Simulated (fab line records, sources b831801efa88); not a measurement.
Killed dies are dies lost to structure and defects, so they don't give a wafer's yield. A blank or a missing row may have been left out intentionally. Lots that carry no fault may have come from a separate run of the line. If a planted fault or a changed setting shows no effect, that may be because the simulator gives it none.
Which of the tools did it? | flow sky130 | 6 lots with 18 wafers sampled at 2 steps, on a route of 708 steps

== WHAT EACH GAUGE READ, for each wafer ==
SKY_CONTACT_THK_MEAS_01.
lot  | measured     | on            | CONTACT_CVD_00_THK (nm)
L795 | day 31 10:02 | film metro-01 | 74.2 74.3 73.8
L798 | day 32 12:20 | film metro-03 | 74.9 74.2 83.5
L808 | day 35 17:25 | film metro-03 | 76.0 76.9 77.7
L811 | day 36 10:24 | film metro-02 | 74.2 76.0 75.7
L814 | day 37 09:28 | film metro-03 | 74.7 74.7 75.4
L816 | day 37 20:24 | film metro-01 | 74.6 75.0 76.7

== TOOL THAT RAN EACH LOT (tool first, then ch and the chambers of the sampled wafers, then the start) ==
lot  | SKY_CONTACT_CVD_00
L795 | pecvd-04 ch 0,1,2, day 31 10:01
L798 | pecvd-04 ch 0,1,2, day 32 12:18
L808 | pecvd-03 ch 1,2, day 35 17:22
L811 | pecvd-03 ch 0,2, day 36 10:22
L814 | pecvd-03 ch 1,2, day 37 09:26
L816 | pecvd-01 ch 0,1,2, day 37 20:22
- SKY_CONTACT_CVD_00: deposits Si3N4, target thk 75 nm.

== THE ANSWER, worked out from the rows above alone ==
Rule: the lots themselves supply what counts as usual. The widest of any qualifying gaps counts: lots, ordered by their means at a reading, are off when they make up no more than a third of the lots, leave a main group of 4 or more, and stand apart from it by 3 or more times the standard deviation of that group's means. A main group is skipped when, at the precision printed for the reading in the tables above, its means are all equal. A lot without any number at a reading at which 4 lots or more have one is off too. Where the step has rows for the other lots, those lots are counted as sound.
No lot is off at any reading shown: from this, nothing can be told.

== WHAT HAD BEEN PUT IN BY THE SIMULATOR ==
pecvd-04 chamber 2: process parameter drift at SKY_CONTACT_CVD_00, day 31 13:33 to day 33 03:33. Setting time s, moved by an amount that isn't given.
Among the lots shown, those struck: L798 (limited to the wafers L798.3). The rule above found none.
